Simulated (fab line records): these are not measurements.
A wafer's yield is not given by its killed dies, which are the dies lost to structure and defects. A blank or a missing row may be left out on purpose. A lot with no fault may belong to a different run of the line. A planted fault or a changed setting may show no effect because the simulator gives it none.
Chamber matching -- flow sky130 -- rie diel-04 running SKY_METAL3_ETCH_17: 4 sister chambers
The step etches SiO2 in C4F8/O2/Ar, stops on TiN, time 3.9 s, target depth 15 nm. 4 wafers are shown with their chamber, then 8 later ones without.

WAFERS, EACH WITH ITS CHAMBER
wafer,chamber,oes product au (a.u.)
L082.4,2,0.754
L083.2,3,0.735
L083.4,1,0.743
L084.2,0,0.750

WAFERS WITHOUT THEIR CHAMBER
wafer,oes product au (a.u.)
L084.4,0.756
L084.5,0.749
L090.2,0.760
L090.3,0.748
L090.6,0.748
L096.1,0.756
L096.2,0.746
L096.5,0.760

EACH ONE'S CHAMBER
wafer,from the rows above,in truth
L084.4,can't be placed: 2 or 0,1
L084.5,can't be placed: 0 or 2 or 1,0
L090.2,can't be placed: 2 or 0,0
L090.3,can't be placed: 0 or 1 or 2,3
L090.6,can't be placed: 0 or 1 or 2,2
L096.1,can't be placed: 2 or 0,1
L096.2,can't be placed: 1 or 0 or 2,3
L096.5,can't be placed: 2 or 0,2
Correctly placed: 0 of 8. These rows do not allow placing 8 (true chamber among the candidates in 4). Number placed wrongly: 0.
How it was worked out, from the rows above alone: a wafer's distance from a chamber is the root of the sum, over the readings, of the square of ((its reading less the chamber's mean) divided by the reading's scatter). If the next closest chamber is less than 2 further off than the closest, the wafer can't be placed; otherwise it belongs to the closest. The mean given for a chamber averages the wafers shown for that chamber. The scatter: with one shown wafer a chamber, the root of the mean of the squares of how far each hidden wafer lies from its nearest shown one.
